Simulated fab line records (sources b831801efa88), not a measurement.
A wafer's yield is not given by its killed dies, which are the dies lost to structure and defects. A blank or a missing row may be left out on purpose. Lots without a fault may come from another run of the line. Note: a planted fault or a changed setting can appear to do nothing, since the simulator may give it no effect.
Which tool is to blame? / flow gf180mcu / 39 wafers from 13 lots sampled at 2 of the route's 602 steps

## WHAT THE GAUGES READ, wafer by wafer
GF_SAB_THK_MEAS_01.
lot=L360; measured=day 14 08:11; on=filmMetro-04; SAB_CVD_00_THK (nm)=49.6 50.3 50.4
lot=L361; measured=day 14 20:16; on=filmMetro-02; SAB_CVD_00_THK (nm)=50.3 49.5 51.0
lot=L364; measured=day 16 01:32; on=filmMetro-03; SAB_CVD_00_THK (nm)=49.5 49.6 50.1
lot=L365; measured=day 16 16:14; on=filmMetro-02; SAB_CVD_00_THK (nm)=49.9 50.5 51.4
lot=L366; measured=day 16 23:59; on=filmMetro-04; SAB_CVD_00_THK (nm)=50.4 50.4 50.7
lot=L368; measured=day 17 17:50; on=filmMetro-03; SAB_CVD_00_THK (nm)=50.2 49.8 49.8
lot=L369; measured=day 17 23:14; on=filmMetro-03; SAB_CVD_00_THK (nm)=50.2 50.0 50.3
lot=L370; measured=day 18 08:40; on=filmMetro-02; SAB_CVD_00_THK (nm)=49.7 51.0 51.9
lot=L371; measured=day 18 11:00; on=filmMetro-04; SAB_CVD_00_THK (nm)=48.3 49.4 49.3
lot=L373; measured=day 19 05:44; on=filmMetro-02; SAB_CVD_00_THK (nm)=48.8 50.3 50.2
lot=L378; measured=day 20 20:47; on=filmMetro-04; SAB_CVD_00_THK (nm)=52.3 50.6 50.5 52.4 50.6 50.5
lot=L379; measured=day 21 14:55; on=filmMetro-03; SAB_CVD_00_THK (nm)=52.7 51.3 50.5 52.6 51.3 50.5
lot=L382; measured=day 22 08:35; on=filmMetro-03; SAB_CVD_00_THK (nm)=48.7 49.4 50.1

## WHAT TOOL EACH LOT RAN ON (gives the tool, then ch and the chambers of the sampled wafers, and finally the start)
lot=L360; GF_SAB_CVD_00=pecvd-01 ch 1,2, day 14 08:10
lot=L361; GF_SAB_CVD_00=pecvd-02 ch 0,1, day 14 20:15
lot=L364; GF_SAB_CVD_00=pecvd-01 ch 0,2, day 16 01:31
lot=L365; GF_SAB_CVD_00=pecvd-02 ch 1,2, day 16 16:11
lot=L366; GF_SAB_CVD_00=pecvd-03 ch 1,2, day 16 23:58
lot=L368; GF_SAB_CVD_00=pecvd-02 ch 0,1,2, day 17 17:49
lot=L369; GF_SAB_CVD_00=pecvd-01 ch 0,1,2, day 17 23:13
lot=L370; GF_SAB_CVD_00=pecvd-03 ch 0,2, day 18 08:38
lot=L371; GF_SAB_CVD_00=pecvd-01 ch 0,2, day 18 10:58
lot=L373; GF_SAB_CVD_00=pecvd-01 ch 1,2, day 19 05:41
lot=L378; GF_SAB_CVD_00=pecvd-03 ch 0,1,2, day 20 20:46
lot=L379; GF_SAB_CVD_00=pecvd-03 ch 0,1,2, day 21 14:54
lot=L382; GF_SAB_CVD_00=pecvd-02 ch 0,1,2, day 22 08:34
- GF_SAB_CVD_00: deposits SiO2 from TEOS, target thk 50 nm, time 4.9302 s.

## WHAT THE TOOLS THEMSELVES READ (means of the sampled wafers that have a number; where no wafer has one, the mark that the record gives instead)
GF_SAB_CVD_00.
lot=L360; tool=pecvd-01; heaterPowerW (W)=752
lot=L361; tool=pecvd-02; heaterPowerW (W)=680
lot=L364; tool=pecvd-01; heaterPowerW (W)=890
lot=L365; tool=pecvd-02; heaterPowerW (W)=839
lot=L366; tool=pecvd-03; heaterPowerW (W)=670
lot=L368; tool=pecvd-02; heaterPowerW (W)=765
lot=L369; tool=pecvd-01; heaterPowerW (W)=748
lot=L370; tool=pecvd-03; heaterPowerW (W)=608
lot=L371; tool=pecvd-01; heaterPowerW (W)=840
lot=L373; tool=pecvd-01; heaterPowerW (W)=637
lot=L378; tool=pecvd-03; heaterPowerW (W)=668
lot=L379; tool=pecvd-03; heaterPowerW (W)=671
lot=L382; tool=pecvd-02; heaterPowerW (W)=705

## THE ANSWER, worked out from the rows above alone
Rule: the usual values come from the lots themselves. The widest of any qualifying gaps counts: lots, ordered by their means at a reading, are off when they make up no more than a third of the lots, leave a main group of 4 or more, and stand apart from it by 3 or more times the standard deviation of that group's means. If all means in a main group match to the digits the tables above print for the reading, that group is not used. A lot without any number at a reading at which 4 lots or more have one is off too. All remaining lots with rows at the step are treated as sound. After the gauges, taken in route order, come the tools' own readings; for these a lot's mean is taken, as printed above. At the first step where some lot is off, the reading lying furthest off is the one used; lots without a number count as furthest.
No lot is off on any of the readings shown, so nothing can be concluded from this.

## WHAT THE SIMULATOR PUT IN
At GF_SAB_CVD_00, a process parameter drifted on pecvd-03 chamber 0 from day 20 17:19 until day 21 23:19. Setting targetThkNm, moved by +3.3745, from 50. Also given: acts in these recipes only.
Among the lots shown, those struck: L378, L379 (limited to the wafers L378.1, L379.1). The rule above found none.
